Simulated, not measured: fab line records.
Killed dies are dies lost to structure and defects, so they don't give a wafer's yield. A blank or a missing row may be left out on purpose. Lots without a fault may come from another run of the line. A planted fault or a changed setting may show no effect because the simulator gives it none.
Problem report in the 8D (eight disciplines) form, filled by code / flow sky130 / the parts of the form that need people (team, actions taken, sign-off) are left out

## 1. PROBLEM STATEMENT
SPACER_CVD_00_THK at SKY_SPACER_THK_MEAS_01 reads a mean of 34.1 nm on 6 wafers of 2 lots; wafers without a fault read 43.4 nm with a standard deviation of 0.38. That puts it -25 standard deviations away from the usual mean.
First seen on wafer L927.1, day 25 17:32, on filmMetro-01. The record holds 30 wafers of 10 lots with a number at this step. Rule for "out", or "out of limits": more than 4 standard deviations from the usual mean. The other wafers with a number count as sound.

## 2. WHAT IT IS, WHAT IT ISN'T
question=which readings at this step | is=SPACER_CVD_00_THK | is not=-
question=which lots | is=L927, L928 | is not=L922, L935, L936, L938, L942, L943, L944, L945
question=which wafers of those lots | is=all that have a number | is not=-
question=read on which gauges | is=filmMetro-01, filmMetro-03 | is not=filmMetro-04
question=when | is=from day 25 17:32 | is not=up to then (3 sound wafers); but 21 sound wafers of L935, L936, L938, L942, L943, L944, L945 came after

## 3. SUSPECTS, AND WHAT RULES EACH OUT
Counting: a tool at a process step up to the reading stays a suspect if it ran every lot that is out and no sound lot after the first of them.
- ruled out: the gauge at SKY_SPACER_THK_MEAS_01. 2 gauges (filmMetro-01, filmMetro-03) read the wafers that are out.
- lpcvd-02 at SKY_SPACER_CVD_00 (deposits Si3N4 from DCS/NH3, target thk 43.1 nm, time 740 s): ruled out as a lasting fault. Following L927 (day 25 15:44), the first lot on it that is out, the sound lots L935, L936, L938, L943, L942, L944, L945 were run on it.
Left after counting: nothing in the record.

## 4. THE CAUSE (what the simulator had put in)
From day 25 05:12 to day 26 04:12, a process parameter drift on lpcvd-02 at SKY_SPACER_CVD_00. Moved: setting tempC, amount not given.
The count ruled it out by mistake, since the rule takes a fault to strike every lot its tool runs from the start of the fault on, and this one did not do so.

## 5. SEQUENCE OF EFFECTS, ordered by route
Each row: a reading whose mean over the struck wafers that have a number lies more than 3 standard deviations from the usual. Only readings for which the record gives a usual standard deviation are gone through. hours: the time from each lot's start at the first step in this table that gives one to its start at this step, as a median over the lots. sigmas: the change in usual standard deviations.
hours=0; step=SKY_SPACER_CVD_00; reading=spikeTcBottomC; usual=792 C; on struck wafers=775; change=-17; sigmas=-4.4
hours=0; step=SKY_SPACER_CVD_00; reading=spikeTcCentreC; usual=771.0 C; on struck wafers=759.1; change=-11.9; sigmas=-7.9
hours=0; step=SKY_SPACER_CVD_00; reading=spikeTcLowerC; usual=769.8 C; on struck wafers=756.9; change=-12.9; sigmas=-14
hours=0; step=SKY_SPACER_CVD_00; reading=spikeTcTopC; usual=784.4 C; on struck wafers=770.6; change=-13.8; sigmas=-6.9
hours=0; step=SKY_SPACER_CVD_00; reading=spikeTcUpperC; usual=769.4 C; on struck wafers=755.5; change=-13.9; sigmas=-11
hours=0; step=SKY_SPACER_CVD_00; reading=susceptorTempC; usual=770.0 C; on struck wafers=756.4; change=-13.6; sigmas=-44
hours=2; step=SKY_SPACER_THK_MEAS_01; reading=SPACER_CVD_00_THK; usual=43.4 nm; on struck wafers=34.1; change=-9.3; sigmas=-25
hours=5; step=SKY_SPACER_ETCHBACK_02; reading=oesProductAu; usual=0.857 a.u.; on struck wafers=0.756; change=-0.101; sigmas=-17
The process steps in it:
- SKY_SPACER_CVD_00: deposits Si3N4 from DCS/NH3, target thk 43.1 nm, time 740 s.
- SKY_SPACER_ETCHBACK_02: etches Si3N4 in CH3F/O2, stops on SiO2, time 46.7 s, target depth 45 nm.

## 6. HOW IT WOULD HAVE BEEN CAUGHT EARLIER
The first out-of-limits reading at a measuring or inspecting step in this record came at day 25 17:32, 12 hours after the fault's start at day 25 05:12.
Tool's own readings at SKY_SPACER_CVD_00, spikeTcBottomC, spikeTcCentreC, spikeTcLowerC, spikeTcTopC, spikeTcUpperC, susceptorTempC: out on all struck wafers the step has rows for; an alarm limit on them would have tripped on the first.
